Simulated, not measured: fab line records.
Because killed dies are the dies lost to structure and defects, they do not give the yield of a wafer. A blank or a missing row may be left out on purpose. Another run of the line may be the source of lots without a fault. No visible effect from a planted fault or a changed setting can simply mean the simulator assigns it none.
What tool caused it? | flow gf180mcu | 6 lots with 18 wafers sampled at 3 steps, on a route of 602 steps

WHAT THE GAUGES READ, wafer by wafer
GF_PSD_OVL_MEAS_08.
lot  | measured     | on         | PSD_OVL (nm)
L686 | day 14 12:50 | overlay-01 | 0.7 1.2 0.9
L688 | day 15 07:44 | overlay-02 | -1.5 -2.2 -1.2
L690 | day 16 00:07 | overlay-02 | -1.7 -0.6 0.7
L694 | day 17 04:20 | overlay-01 | -1.2 -1.8 -3.1
L697 | day 18 19:47 | overlay-01 | 108.3 107.0 107.9
L703 | day 20 16:20 | overlay-01 | -1.1 0.4 0.1

TOOL THAT RAN EACH LOT (tool first, then ch and the chambers of the sampled wafers, then the start)
lot  | GF_HV_LDD_STRIP_10                  | GF_PSD_EXPOSE_04
L686 | plasmaAsher-04 ch 0,1, day 10 09:40 | ilineStepper-01 ch 0, day 14 02:33
L688 | plasmaAsher-04 ch 0,1, day 10 23:46 | ilineStepper-02 ch 0, day 14 21:13
L690 | plasmaAsher-01 ch 0,1, day 11 15:37 | ilineStepper-02 ch 0, day 15 13:20
L694 | plasmaAsher-04 ch 0,1, day 12 15:43 | ilineStepper-02 ch 0, day 16 16:44
L697 | plasmaAsher-01 ch 0, day 13 22:58   | ilineStepper-01 ch 0, day 18 07:53
L703 | plasmaAsher-01 ch 0,1, day 15 13:28 | ilineStepper-02 ch 0, day 20 04:31
- GF_HV_LDD_STRIP_10: strips in O2/N2.
- GF_PSD_EXPOSE_04: exposes mask Pplus, target cd 400 nm.

THE ANSWER, worked out from the rows above alone
Rule: usual is defined by the lots themselves. Put in order of their means at a reading, lots are off if they are a third of the lots or fewer, leave a main group of 4 or more, and stand apart from it by a gap of 3 or more times the standard deviation of the main group's means; of several such gaps the widest counts. A main group is skipped when, at the precision printed for the reading in the tables above, its means are all equal. Also off: a lot with no number at a reading for which 4 or more lots have one. Where the step has rows for the other lots, those lots are counted as sound.
Off: at GF_PSD_OVL_MEAS_08 (PSD_OVL), L697. Mean -0.7 nm and standard deviation 1.1 in the main group.
A tool fits if, at a process step before that reading, it ran every lot that is off, and no sound lot after the first of them. Gauges at GF_PSD_OVL_MEAS_08: tried the same way as those tools. One fits: ilineStepper-01 at GF_PSD_EXPOSE_04. A fault onset in the window from L686 (day 14 02:33, its last sound lot) to L697 (day 18 07:53, its first lot off) fits.

WHAT WAS PUT IN BY THE SIMULATOR
Scanner matching overlay: ilineStepper-01, from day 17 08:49 on, at GF_PSD_EXPOSE_04. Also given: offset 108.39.
Struck lots among those shown: L697. The same result came from the rule above.
